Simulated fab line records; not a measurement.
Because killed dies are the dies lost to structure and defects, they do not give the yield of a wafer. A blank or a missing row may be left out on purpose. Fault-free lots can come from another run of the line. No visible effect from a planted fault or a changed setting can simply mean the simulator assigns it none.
Which of the tools did it? || flow sky130 || 24 lots, 72 wafers sampled, at 6 steps of a route of 708

WHAT EACH GAUGE READ, for each wafer
SKY_SPACER_THK_MEAS_01.
{"lot": "L074", "measured": "day 22 17:32", "on": "film_metro-02", "SPACER_CVD_00_THK (nm)": "43.2 42.7 43.0"}
{"lot": "L075", "measured": "day 23 08:17", "on": "film_metro-02", "SPACER_CVD_00_THK (nm)": "43.5 43.5 43.2"}
{"lot": "L076", "measured": "day 23 15:49", "on": "film_metro-02", "SPACER_CVD_00_THK (nm)": "42.6 42.7 42.7"}
{"lot": "L077", "measured": "day 23 23:18", "on": "film_metro-01", "SPACER_CVD_00_THK (nm)": "43.0 43.0 42.8"}
{"lot": "L078", "measured": "day 24 14:07", "on": "film_metro-04", "SPACER_CVD_00_THK (nm)": "42.7 42.9 42.4"}
{"lot": "L079", "measured": "day 24 23:24", "on": "film_metro-02", "SPACER_CVD_00_THK (nm)": "43.5 43.3 43.3"}
{"lot": "L080", "measured": "day 25 00:52", "on": "film_metro-04", "SPACER_CVD_00_THK (nm)": "43.2 42.8 43.0"}
{"lot": "L081", "measured": "day 25 22:00", "on": "film_metro-01", "SPACER_CVD_00_THK (nm)": "43.3 43.1 42.9"}
{"lot": "L082", "measured": "day 25 23:19", "on": "film_metro-01", "SPACER_CVD_00_THK (nm)": "43.2 43.2 42.9"}
{"lot": "L083", "measured": "day 26 05:02", "on": "film_metro-01", "SPACER_CVD_00_THK (nm)": "43.5 43.7 43.7"}
{"lot": "L084", "measured": "day 26 23:40", "on": "film_metro-01", "SPACER_CVD_00_THK (nm)": "43.0 43.0 42.9"}
{"lot": "L085", "measured": "day 27 02:18", "on": "film_metro-04", "SPACER_CVD_00_THK (nm)": "43.7 43.3 43.7"}
{"lot": "L086", "measured": "day 27 09:40", "on": "film_metro-02", "SPACER_CVD_00_THK (nm)": "43.4 43.4 43.2"}
{"lot": "L087", "measured": "day 27 14:52", "on": "film_metro-01", "SPACER_CVD_00_THK (nm)": "43.0 43.0 43.4"}
{"lot": "L088", "measured": "day 27 18:30", "on": "film_metro-04", "SPACER_CVD_00_THK (nm)": "43.2 42.9 43.6"}
{"lot": "L089", "measured": "day 28 08:59", "on": "film_metro-02", "SPACER_CVD_00_THK (nm)": "43.7 43.3 43.4"}
{"lot": "L090", "measured": "day 28 15:55", "on": "film_metro-01", "SPACER_CVD_00_THK (nm)": "43.0 42.8 42.8"}
{"lot": "L091", "measured": "day 29 10:05", "on": "film_metro-02", "SPACER_CVD_00_THK (nm)": "43.7 44.2 44.0"}
{"lot": "L092", "measured": "day 29 11:19", "on": "film_metro-02", "SPACER_CVD_00_THK (nm)": "44.2 44.1 44.6"}
{"lot": "L093", "measured": "day 29 15:47", "on": "film_metro-04", "SPACER_CVD_00_THK (nm)": "43.6 43.7 43.3"}
{"lot": "L094", "measured": "day 30 00:08", "on": "film_metro-02", "SPACER_CVD_00_THK (nm)": "43.5 43.3 43.7"}
{"lot": "L095", "measured": "day 30 02:43", "on": "film_metro-04", "SPACER_CVD_00_THK (nm)": "43.9 43.5 44.3"}
{"lot": "L096", "measured": "day 30 06:19", "on": "film_metro-04", "SPACER_CVD_00_THK (nm)": "43.5 43.4 43.5"}
{"lot": "L097", "measured": "day 30 14:28", "on": "film_metro-02", "SPACER_CVD_00_THK (nm)": "43.3 43.3 42.9"}

SKY_METAL3_OVL_MEAS_14.
{"lot": "L074", "measured": "day 38 07:53", "on": "overlay-02", "METAL3_OVL (nm)": "-9 -5 -1"}
{"lot": "L075", "measured": "day 38 20:19", "on": "overlay-02", "METAL3_OVL (nm)": "5 -2 -4"}
{"lot": "L076", "measured": "day 39 02:35", "on": "overlay-01", "METAL3_OVL (nm)": "2 -1 -1"}
{"lot": "L077", "measured": "day 39 07:49", "on": "overlay-02", "METAL3_OVL (nm)": "-2 -6 5"}
{"lot": "L078", "measured": "day 40 00:27", "on": "overlay-02", "METAL3_OVL (nm)": "-4 -6 -13"}
{"lot": "L079", "measured": "day 40 04:28", "on": "overlay-01", "METAL3_OVL (nm)": "-2 3 0"}
{"lot": "L080", "measured": "day 40 08:14", "on": "overlay-01", "METAL3_OVL (nm)": "-2 -4 -9"}
{"lot": "L081", "measured": "day 40 20:35", "on": "overlay-02", "METAL3_OVL (nm)": "2 -2 -10"}
{"lot": "L082", "measured": "day 40 21:38", "on": "overlay-02", "METAL3_OVL (nm)": "-4 -3 1"}
{"lot": "L083", "measured": "day 41 02:31", "on": "overlay-02", "METAL3_OVL (nm)": "2 1 7"}
{"lot": "L084", "measured": "day 41 17:22", "on": "overlay-02", "METAL3_OVL (nm)": "-3 -2 1"}
{"lot": "L085", "measured": "day 41 20:09", "on": "overlay-01", "METAL3_OVL (nm)": "0 2 7"}
{"lot": "L086", "measured": "day 42 05:13", "on": "overlay-02", "METAL3_OVL (nm)": "-7 -11 -7"}
{"lot": "L087", "measured": "day 42 08:39", "on": "overlay-01", "METAL3_OVL (nm)": "3 7 -4"}
{"lot": "L088", "measured": "day 42 11:47", "on": "overlay-02", "METAL3_OVL (nm)": "-6 -13 -1"}
{"lot": "L089", "measured": "day 42 19:31", "on": "overlay-01", "METAL3_OVL (nm)": "10 10 11"}
{"lot": "L090", "measured": "day 43 06:07", "on": "overlay-02", "METAL3_OVL (nm)": "-12 -3 -9"}
{"lot": "L091", "measured": "day 43 18:40", "on": "overlay-02", "METAL3_OVL (nm)": "-11 -4 -11"}
{"lot": "L092", "measured": "day 44 03:04", "on": "overlay-02", "METAL3_OVL (nm)": "6 7 4"}
{"lot": "L093", "measured": "day 44 06:15", "on": "overlay-02", "METAL3_OVL (nm)": "1 -4 -7"}
{"lot": "L094", "measured": "day 44 08:31", "on": "overlay-01", "METAL3_OVL (nm)": "-5 -12 1"}
{"lot": "L095", "measured": "day 44 09:10", "on": "overlay-02", "METAL3_OVL (nm)": "7 7 11"}
{"lot": "L096", "measured": "day 44 13:25", "on": "overlay-01", "METAL3_OVL (nm)": "-1 -1 -7"}
{"lot": "L097", "measured": "day 44 16:55", "on": "overlay-01", "METAL3_OVL (nm)": "4 4 1"}

SKY_VIA4_OVL_MEAS_11.
{"lot": "L074", "measured": "day 42 14:52", "on": "overlay-02", "VIA4_OVL (nm)": "-0.5 -1.3 -1.7"}
{"lot": "L075", "measured": "day 43 03:23", "on": "overlay-01", "VIA4_OVL (nm)": "-0.4 -2.5 -0.9"}
{"lot": "L076", "measured": "day 43 07:17", "on": "overlay-02", "VIA4_OVL (nm)": "-0.3 -0.4 -2.6"}
{"lot": "L077", "measured": "day 43 14:23", "on": "overlay-01", "VIA4_OVL (nm)": "-3.4 -1.3 -2.5"}
{"lot": "L078", "measured": "day 44 04:59", "on": "overlay-01", "VIA4_OVL (nm)": "-1.0 -2.5 -2.1"}
{"lot": "L079", "measured": "day 44 08:42", "on": "overlay-01", "VIA4_OVL (nm)": "-1.8 -1.1 -3.8"}
{"lot": "L080", "measured": "day 44 12:46", "on": "overlay-01", "VIA4_OVL (nm)": "-1.8 -0.2 -1.6"}
{"lot": "L081", "measured": "day 44 21:54", "on": "overlay-02", "VIA4_OVL (nm)": "-1.9 -0.9 0.5"}
{"lot": "L082", "measured": "day 44 22:55", "on": "overlay-01", "VIA4_OVL (nm)": "-0.6 -1.0 0.0"}
{"lot": "L083", "measured": "day 45 05:01", "on": "overlay-01", "VIA4_OVL (nm)": "-1.2 -3.5 -1.1"}
{"lot": "L084", "measured": "day 45 17:27", "on": "overlay-01", "VIA4_OVL (nm)": "-4.3 -1.6 -2.9"}
{"lot": "L085", "measured": "day 45 18:41", "on": "overlay-02", "VIA4_OVL (nm)": "-1.0 -0.3 1.1"}
{"lot": "L086", "measured": "day 46 04:29", "on": "overlay-02", "VIA4_OVL (nm)": "0.8 -1.0 1.5"}
{"lot": "L087", "measured": "day 46 06:40", "on": "overlay-01", "VIA4_OVL (nm)": "-2.6 -1.1 -1.3"}
{"lot": "L088", "measured": "day 46 09:16", "on": "overlay-01", "VIA4_OVL (nm)": "-3.0 -2.0 -2.5"}
{"lot": "L089", "measured": "day 46 16:44", "on": "overlay-01", "VIA4_OVL (nm)": "-1.6 -0.4 -1.6"}
{"lot": "L090", "measured": "day 47 01:45", "on": "overlay-02", "VIA4_OVL (nm)": "-1.1 0.8 -0.5"}
{"lot": "L091", "measured": "day 47 11:45", "on": "overlay-01", "VIA4_OVL (nm)": "-0.5 -0.7 -0.6"}
{"lot": "L092", "measured": "day 47 19:51", "on": "overlay-02", "VIA4_OVL (nm)": "-0.9 0.3 -1.5"}
{"lot": "L093", "measured": "day 47 22:14", "on": "overlay-02", "VIA4_OVL (nm)": "-0.2 -1.2 -1.1"}
{"lot": "L094", "measured": "day 48 00:42", "on": "overlay-02", "VIA4_OVL (nm)": "1.1 -0.4 -0.3"}
{"lot": "L095", "measured": "day 48 01:59", "on": "overlay-02", "VIA4_OVL (nm)": "-0.4 1.5 -0.8"}
{"lot": "L096", "measured": "day 48 05:15", "on": "overlay-01", "VIA4_OVL (nm)": "-3.1 -3.2 -3.0"}
{"lot": "L097", "measured": "day 48 08:09", "on": "overlay-01", "VIA4_OVL (nm)": "-1.1 -3.3 -3.5"}

TOOL THAT RAN EACH LOT (tool first, then ch and the chambers of the sampled wafers, then the start)
{"lot": "L074", "SKY_NWELL_STRIP_14": "plasma_asher-01 ch 0,1, day 4 13:33", "SKY_VIA1_CVD_21": "cvd_w-01 ch 0,1, day 33 19:17", "SKY_METAL4_SPUTTER_03": "pvd_sputter-03, day 39 11:54"}
{"lot": "L075", "SKY_NWELL_STRIP_14": "plasma_asher-01 ch 0,1, day 4 19:55", "SKY_VIA1_CVD_21": "cvd_w-02 ch 1, day 34 07:44", "SKY_METAL4_SPUTTER_03": "pvd_sputter-04, day 40 00:28"}
{"lot": "L076", "SKY_NWELL_STRIP_14": "plasma_asher-01 ch 0,1, day 5 03:37", "SKY_VIA1_CVD_21": "cvd_w-01 ch 0,1, day 34 14:51", "SKY_METAL4_SPUTTER_03": "pvd_sputter-03, day 40 05:53"}
{"lot": "L077", "SKY_NWELL_STRIP_14": "plasma_asher-02 ch 0,1, day 5 05:50", "SKY_VIA1_CVD_21": "cvd_w-02 ch 0,1, day 34 20:52", "SKY_METAL4_SPUTTER_03": "pvd_sputter-04, day 40 11:43"}
{"lot": "L078", "SKY_NWELL_STRIP_14": "plasma_asher-02 ch 0,1, day 5 13:44", "SKY_VIA1_CVD_21": "cvd_w-01 ch 0,1, day 35 14:03", "SKY_METAL4_SPUTTER_03": "pvd_sputter-01, day 41 03:14"}
{"lot": "L079", "SKY_NWELL_STRIP_14": "plasma_asher-02 ch 0,1, day 5 21:50", "SKY_VIA1_CVD_21": "cvd_w-01 ch 0, day 35 19:12", "SKY_METAL4_SPUTTER_03": "pvd_sputter-01, day 41 07:37"}
{"lot": "L080", "SKY_NWELL_STRIP_14": "plasma_asher-02 ch 0,1, day 6 01:35", "SKY_VIA1_CVD_21": "cvd_w-02 ch 1, day 35 22:11", "SKY_METAL4_SPUTTER_03": "pvd_sputter-01, day 41 11:13"}
{"lot": "L081", "SKY_NWELL_STRIP_14": "plasma_asher-03 ch 0, day 6 09:50", "SKY_VIA1_CVD_21": "cvd_w-02 ch 1, day 36 11:15", "SKY_METAL4_SPUTTER_03": "pvd_sputter-01, day 41 23:21"}
{"lot": "L082", "SKY_NWELL_STRIP_14": "plasma_asher-02 ch 0,1, day 6 10:21", "SKY_VIA1_CVD_21": "cvd_w-01 ch 0,1, day 36 12:43", "SKY_METAL4_SPUTTER_03": "pvd_sputter-04, day 42 01:00"}
{"lot": "L083", "SKY_NWELL_STRIP_14": "plasma_asher-02 ch 0,1, day 6 18:31", "SKY_VIA1_CVD_21": "cvd_w-01 ch 0,1, day 36 18:02", "SKY_METAL4_SPUTTER_03": "pvd_sputter-03, day 42 06:22"}
{"lot": "L084", "SKY_NWELL_STRIP_14": "plasma_asher-03 ch 0,1, day 7 04:19", "SKY_VIA1_CVD_21": "cvd_w-01 ch 0,1, day 37 12:07", "SKY_METAL4_SPUTTER_03": "pvd_sputter-04, day 42 19:50"}
{"lot": "L085", "SKY_NWELL_STRIP_14": "plasma_asher-02 ch 0,1, day 7 06:17", "SKY_VIA1_CVD_21": "cvd_w-02 ch 0,1, day 37 12:29", "SKY_METAL4_SPUTTER_03": "pvd_sputter-01, day 42 22:23"}
{"lot": "L086", "SKY_NWELL_STRIP_14": "plasma_asher-01 ch 0,1, day 7 11:31", "SKY_VIA1_CVD_21": "cvd_w-02 ch 0,1, day 37 22:19", "SKY_METAL4_SPUTTER_03": "pvd_sputter-04, day 43 08:03"}
{"lot": "L087", "SKY_NWELL_STRIP_14": "plasma_asher-02 ch 0, day 7 16:32", "SKY_VIA1_CVD_21": "cvd_w-01 ch 0,1, day 38 03:17", "SKY_METAL4_SPUTTER_03": "pvd_sputter-01, day 43 10:58"}
{"lot": "L088", "SKY_NWELL_STRIP_14": "plasma_asher-03 ch 0,1, day 7 21:43", "SKY_VIA1_CVD_21": "cvd_w-02 ch 0,1, day 38 06:03", "SKY_METAL4_SPUTTER_03": "pvd_sputter-04, day 43 14:18"}
{"lot": "L089", "SKY_NWELL_STRIP_14": "plasma_asher-02 ch 0,1, day 8 06:15", "SKY_VIA1_CVD_21": "cvd_w-02 ch 0,1, day 38 15:26", "SKY_METAL4_SPUTTER_03": "pvd_sputter-04, day 43 22:13"}
{"lot": "L090", "SKY_NWELL_STRIP_14": "plasma_asher-01 ch 0,1, day 8 11:23", "SKY_VIA1_CVD_21": "cvd_w-02 ch 0,1, day 39 00:24", "SKY_METAL4_SPUTTER_03": "pvd_sputter-01, day 44 08:33"}
{"lot": "L091", "SKY_NWELL_STRIP_14": "plasma_asher-01 ch 0,1, day 9 01:01", "SKY_VIA1_CVD_21": "cvd_w-01 ch 0,1, day 39 14:53", "SKY_METAL4_SPUTTER_03": "pvd_sputter-01, day 44 20:10"}
{"lot": "L092", "SKY_NWELL_STRIP_14": "plasma_asher-02 ch 1, day 9 01:29", "SKY_VIA1_CVD_21": "cvd_w-02 ch 0, day 39 23:56", "SKY_METAL4_SPUTTER_03": "pvd_sputter-01, day 45 04:13"}
{"lot": "L093", "SKY_NWELL_STRIP_14": "plasma_asher-01 ch 0,1, day 9 06:02", "SKY_VIA1_CVD_21": "cvd_w-01 ch 0, day 40 02:08", "SKY_METAL4_SPUTTER_03": "pvd_sputter-04, day 45 07:22"}
{"lot": "L094", "SKY_NWELL_STRIP_14": "plasma_asher-02 ch 0,1, day 9 13:14", "SKY_VIA1_CVD_21": "cvd_w-01 ch 0, day 40 04:35", "SKY_METAL4_SPUTTER_03": "pvd_sputter-04, day 45 09:31"}
{"lot": "L095", "SKY_NWELL_STRIP_14": "plasma_asher-02 ch 0,1, day 9 14:46", "SKY_VIA1_CVD_21": "cvd_w-01 ch 0,1, day 40 05:54", "SKY_METAL4_SPUTTER_03": "pvd_sputter-04, day 45 11:19"}
{"lot": "L096", "SKY_NWELL_STRIP_14": "plasma_asher-01 ch 0,1, day 9 21:10", "SKY_VIA1_CVD_21": "cvd_w-01 ch 0,1, day 40 10:32", "SKY_METAL4_SPUTTER_03": "pvd_sputter-04, day 45 14:45"}
{"lot": "L097", "SKY_NWELL_STRIP_14": "plasma_asher-02 ch 0,1, day 10 02:40", "SKY_VIA1_CVD_21": "cvd_w-02 ch 0,1, day 40 15:17", "SKY_METAL4_SPUTTER_03": "pvd_sputter-03, day 45 17:30"}
- SKY_NWELL_STRIP_14: strips in O2/N2.
- SKY_VIA1_CVD_21: deposits W, target thk 270 nm, time 80.902 s.
- SKY_METAL4_SPUTTER_03: material Ti, target thk 5 nm, time 3.3 s.

AS READ BY THE TOOLS THEMSELVES (means over the sampled wafers that have a number; for cases with no such wafer, the mark the record gives instead)
SKY_NWELL_STRIP_14.
{"lot": "L074", "tool": "plasma_asher-01", "drypump_motor_current_A (A)": 6.4, "oes_product_au (a.u.)": 0.721, "strip_time_to_endpoint_s (s)": 36.96}
{"lot": "L075", "tool": "plasma_asher-01", "drypump_motor_current_A (A)": 6.0, "oes_product_au (a.u.)": 0.721, "strip_time_to_endpoint_s (s)": 36.96}
{"lot": "L076", "tool": "plasma_asher-01", "drypump_motor_current_A (A)": 6.0, "oes_product_au (a.u.)": 0.726, "strip_time_to_endpoint_s (s)": 37.05}
{"lot": "L077", "tool": "plasma_asher-02", "drypump_motor_current_A (A)": 5.9, "oes_product_au (a.u.)": 0.717, "strip_time_to_endpoint_s (s)": 36.82}
{"lot": "L078", "tool": "plasma_asher-02", "drypump_motor_current_A (A)": 5.7, "oes_product_au (a.u.)": 0.720, "strip_time_to_endpoint_s (s)": 37.07}
{"lot": "L079", "tool": "plasma_asher-02", "drypump_motor_current_A (A)": 5.7, "oes_product_au (a.u.)": 0.725, "strip_time_to_endpoint_s (s)": 37.11}
{"lot": "L080", "tool": "plasma_asher-02", "drypump_motor_current_A (A)": 5.7, "oes_product_au (a.u.)": 0.722, "strip_time_to_endpoint_s (s)": 36.93}
{"lot": "L081", "tool": "plasma_asher-03", "drypump_motor_current_A (A)": 6.1, "oes_product_au (a.u.)": 0.717, "strip_time_to_endpoint_s (s)": 36.93}
{"lot": "L082", "tool": "plasma_asher-02", "drypump_motor_current_A (A)": 5.9, "oes_product_au (a.u.)": 0.723, "strip_time_to_endpoint_s (s)": 36.97}
{"lot": "L083", "tool": "plasma_asher-02", "drypump_motor_current_A (A)": 5.7, "oes_product_au (a.u.)": 0.721, "strip_time_to_endpoint_s (s)": 36.96}
{"lot": "L084", "tool": "plasma_asher-03", "drypump_motor_current_A (A)": 5.9, "oes_product_au (a.u.)": 0.724, "strip_time_to_endpoint_s (s)": 37.04}
{"lot": "L085", "tool": "plasma_asher-02", "drypump_motor_current_A (A)": 5.7, "oes_product_au (a.u.)": 0.724, "strip_time_to_endpoint_s (s)": 36.95}
{"lot": "L086", "tool": "plasma_asher-01", "drypump_motor_current_A (A)": 6.4, "oes_product_au (a.u.)": 0.728, "strip_time_to_endpoint_s (s)": 37.03}
{"lot": "L087", "tool": "plasma_asher-02", "drypump_motor_current_A (A)": 5.4, "oes_product_au (a.u.)": 0.725, "strip_time_to_endpoint_s (s)": 36.79}
{"lot": "L088", "tool": "plasma_asher-03", "drypump_motor_current_A (A)": 5.9, "oes_product_au (a.u.)": 0.725, "strip_time_to_endpoint_s (s)": 36.90}
{"lot": "L089", "tool": "plasma_asher-02", "drypump_motor_current_A (A)": 6.0, "oes_product_au (a.u.)": 0.723, "strip_time_to_endpoint_s (s)": 36.77}
{"lot": "L090", "tool": "plasma_asher-01", "drypump_motor_current_A (A)": 6.0, "oes_product_au (a.u.)": 0.720, "strip_time_to_endpoint_s (s)": 36.92}
{"lot": "L091", "tool": "plasma_asher-01", "drypump_motor_current_A (A)": 6.4, "oes_product_au (a.u.)": 0.719, "strip_time_to_endpoint_s (s)": 36.97}
{"lot": "L092", "tool": "plasma_asher-02", "drypump_motor_current_A (A)": 6.3, "oes_product_au (a.u.)": 0.719, "strip_time_to_endpoint_s (s)": 37.14}
{"lot": "L093", "tool": "plasma_asher-01", "drypump_motor_current_A (A)": 6.4, "oes_product_au (a.u.)": 0.721, "strip_time_to_endpoint_s (s)": 36.92}
{"lot": "L094", "tool": "plasma_asher-02", "drypump_motor_current_A (A)": 5.9, "oes_product_au (a.u.)": 0.720, "strip_time_to_endpoint_s (s)": 36.82}
{"lot": "L095", "tool": "plasma_asher-02", "drypump_motor_current_A (A)": 5.9, "oes_product_au (a.u.)": 0.725, "strip_time_to_endpoint_s (s)": 36.96}
{"lot": "L096", "tool": "plasma_asher-01", "drypump_motor_current_A (A)": 6.1, "oes_product_au (a.u.)": 0.719, "strip_time_to_endpoint_s (s)": 36.86}
{"lot": "L097", "tool": "plasma_asher-02", "drypump_motor_current_A (A)": 5.6, "oes_product_au (a.u.)": 0.726, "strip_time_to_endpoint_s (s)": 36.90}

SKY_VIA1_CVD_21.
{"lot": "L074", "tool": "cvd_w-01", "heater_power_w (W)": 890}
{"lot": "L075", "tool": "cvd_w-02", "heater_power_w (W)": 815}
{"lot": "L076", "tool": "cvd_w-01", "heater_power_w (W)": 852}
{"lot": "L077", "tool": "cvd_w-02", "heater_power_w (W)": 856}
{"lot": "L078", "tool": "cvd_w-01", "heater_power_w (W)": 860}
{"lot": "L079", "tool": "cvd_w-01", "heater_power_w (W)": 804}
{"lot": "L080", "tool": "cvd_w-02", "heater_power_w (W)": 835}
{"lot": "L081", "tool": "cvd_w-02", "heater_power_w (W)": 830}
{"lot": "L082", "tool": "cvd_w-01", "heater_power_w (W)": 872}
{"lot": "L083", "tool": "cvd_w-01", "heater_power_w (W)": 859}
{"lot": "L084", "tool": "cvd_w-01", "heater_power_w (W)": 845}
{"lot": "L085", "tool": "cvd_w-02", "heater_power_w (W)": 910}
{"lot": "L086", "tool": "cvd_w-02", "heater_power_w (W)": 913}
{"lot": "L087", "tool": "cvd_w-01", "heater_power_w (W)": 843}
{"lot": "L088", "tool": "cvd_w-02", "heater_power_w (W)": 862}
{"lot": "L089", "tool": "cvd_w-02", "heater_power_w (W)": 909}
{"lot": "L090", "tool": "cvd_w-02", "heater_power_w (W)": 879}
{"lot": "L091", "tool": "cvd_w-01", "heater_power_w (W)": 864}
{"lot": "L092", "tool": "cvd_w-02", "heater_power_w (W)": 952}
{"lot": "L093", "tool": "cvd_w-01", "heater_power_w (W)": 751}
{"lot": "L094", "tool": "cvd_w-01", "heater_power_w (W)": 767}
{"lot": "L095", "tool": "cvd_w-01", "heater_power_w (W)": 787}
{"lot": "L096", "tool": "cvd_w-01", "heater_power_w (W)": 786}
{"lot": "L097", "tool": "cvd_w-02", "heater_power_w (W)": 873}

SKY_METAL4_SPUTTER_03.
{"lot": "L074", "tool": "pvd_sputter-03", "throttle_valve_pct (%)": 28.7}
{"lot": "L075", "tool": "pvd_sputter-04", "throttle_valve_pct (%)": 29.1}
{"lot": "L076", "tool": "pvd_sputter-03", "throttle_valve_pct (%)": 29.6}
{"lot": "L077", "tool": "pvd_sputter-04", "throttle_valve_pct (%)": 28.9}
{"lot": "L078", "tool": "pvd_sputter-01", "throttle_valve_pct (%)": 30.6}
{"lot": "L079", "tool": "pvd_sputter-01", "throttle_valve_pct (%)": 29.4}
{"lot": "L080", "tool": "pvd_sputter-01", "throttle_valve_pct (%)": 30.5}
{"lot": "L081", "tool": "pvd_sputter-01", "throttle_valve_pct (%)": 30.3}
{"lot": "L082", "tool": "pvd_sputter-04", "throttle_valve_pct (%)": 29.7}
{"lot": "L083", "tool": "pvd_sputter-03", "throttle_valve_pct (%)": 29.8}
{"lot": "L084", "tool": "pvd_sputter-04", "throttle_valve_pct (%)": 29.1}
{"lot": "L085", "tool": "pvd_sputter-01", "throttle_valve_pct (%)": 30.5}
{"lot": "L086", "tool": "pvd_sputter-04", "throttle_valve_pct (%)": 28.8}
{"lot": "L087", "tool": "pvd_sputter-01", "throttle_valve_pct (%)": 29.9}
{"lot": "L088", "tool": "pvd_sputter-04", "throttle_valve_pct (%)": 29.1}
{"lot": "L089", "tool": "pvd_sputter-04", "throttle_valve_pct (%)": 29.0}
{"lot": "L090", "tool": "pvd_sputter-01", "throttle_valve_pct (%)": 30.0}
{"lot": "L091", "tool": "pvd_sputter-01", "throttle_valve_pct (%)": 30.3}
{"lot": "L092", "tool": "pvd_sputter-01", "throttle_valve_pct (%)": 30.5}
{"lot": "L093", "tool": "pvd_sputter-04", "throttle_valve_pct (%)": 29.2}
{"lot": "L094", "tool": "pvd_sputter-04", "throttle_valve_pct (%)": 29.0}
{"lot": "L095", "tool": "pvd_sputter-04", "throttle_valve_pct (%)": 29.6}
{"lot": "L096", "tool": "pvd_sputter-04", "throttle_valve_pct (%)": 29.4}
{"lot": "L097", "tool": "pvd_sputter-03", "throttle_valve_pct (%)": 29.7}

THE ANSWER, worked out from the rows above alone
Rule: the lots themselves supply what counts as usual. Put in order of their means at a reading, lots are off if they are a third of the lots or fewer, leave a main group of 4 or more, and stand apart from it by a gap of 3 or more times the standard deviation of the main group's means; of several such gaps the widest counts. Not used: any main group whose means are identical at the precision the tables above print for the reading. A lot without any number at a reading at which 4 lots or more have one is off too. All remaining lots with rows at the step are treated as sound. Order of review: gauges by route order, followed by the tools' own readings, for which a lot's mean as printed above is used. At the first step where some lot is off, the reading lying furthest off is the one used; lots without a number count as furthest.
No lot is off on any of the readings shown, so nothing can be concluded from this.

WHAT HAD BEEN PUT IN BY THE SIMULATOR
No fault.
